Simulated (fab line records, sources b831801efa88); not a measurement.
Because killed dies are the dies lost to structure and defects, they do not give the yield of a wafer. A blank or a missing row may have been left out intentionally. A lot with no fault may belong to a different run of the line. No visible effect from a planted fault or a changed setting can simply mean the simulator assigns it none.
Chamber matching | flow sky130 | rieDiel-02 running SKY_METAL4_ETCH_17: 4 sister chambers
The step etches SiO2 in C4F8/O2/Ar, stops on TiN, time 3.9 s, target depth 15 nm. 16 wafers are shown with their chamber, then 8 later ones without.

EACH WAFER AND ITS CHAMBER
wafer  | chamber | rfFwdPowerW (W) | oesProductAu (a.u.) | chamberPressureMTorr (mTorr)
L074.1 | 0       | 1461            | 0.747               | 40.05
L074.2 | 3       | 1457            | 0.753               | 40.00
L074.3 | 2       | 1469            | 0.750               | 40.01
L076.2 | 3       | 1466            | 0.753               | 40.03
L076.4 | 2       | 1468            | 0.755               | 40.01
L076.5 | 2       | 1477            | 0.754               | 39.96
L081.1 | 0       | 1463            | 0.752               | 39.98
L081.3 | 2       | 1472            | 0.763               | 39.94
L081.4 | 3       | 1470            | 0.753               | 40.01
L082.1 | 2       | 1468            | 0.755               | 39.99
L082.2 | 3       | 1463            | 0.751               | 40.01
L082.4 | 1       | 1483            | 0.768               | 40.00
L083.1 | 0       | 1468            | 0.751               | 40.06
L083.4 | 1       | 1480            | 0.760               | 40.01
L083.6 | 1       | 1478            | 0.758               | 40.03
L085.2 | 0       | 1465            | 0.755               | 39.99

SIGNATURES, as means of the wafers listed above
reading              | chamber 0 | chamber 1 | chamber 2 | chamber 3 | scatter within a chamber
rfFwdPowerW          | 1464.25   | 1480.33   | 1470.80   | 1464.00   | 3.96
oesProductAu         | 0.75125   | 0.76200   | 0.75540   | 0.75250   | 0.00388
chamberPressureMTorr | 40.0200   | 40.0133   | 39.9820   | 40.0125   | 0.0286
Rule: a wafer's distance from a chamber is the root of the sum, over the readings, of the square of ((its reading less the chamber's mean) divided by the reading's scatter). The wafer belongs to the nearest chamber; if the next one is less than 2 further off, it can't be placed. The scatter is the square root of a quotient: the sum, over the shown wafers, of each reading's squared deviation from its chamber's mean, divided by wafers minus chambers.

WAFERS WITH NO CHAMBER GIVEN
wafer  | rfFwdPowerW (W) | oesProductAu (a.u.) | chamberPressureMTorr (mTorr)
L085.4 | 1464            | 0.755               | 40.02
L085.5 | 1466            | 0.759               | 40.06
L091.1 | 1484            | 0.755               | 40.00
L091.2 | 1460            | 0.760               | 40.06
L091.4 | 1473            | 0.761               | 40.01
L096.1 | 1483            | 0.752               | 39.96
L096.3 | 1465            | 0.762               | 40.02
L096.4 | 1453            | 0.768               | 40.06

WHICH CHAMBER EACH ONE RAN IN
wafer  | from the rows above               | in truth
L085.4 | can't be placed: 3 or 0 or 2      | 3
L085.5 | can't be placed: 3 or 0 or 2 or 1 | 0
L091.1 | can't be placed: 1 or 2           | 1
L091.2 | can't be placed: 3 or 0 or 2      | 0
L091.4 | can't be placed: 2 or 1 or 3 or 0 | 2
L096.1 | can't be placed: 1 or 2 or 3 or 0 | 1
L096.3 | can't be placed: 3 or 2 or 0 or 1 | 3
L096.4 | can't be placed: 3 or 0 or 2      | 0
Correctly placed: 0 of 8. Not placeable from these rows: 8 (in 8, the candidates include the true chamber). Wrongly placed: 0.
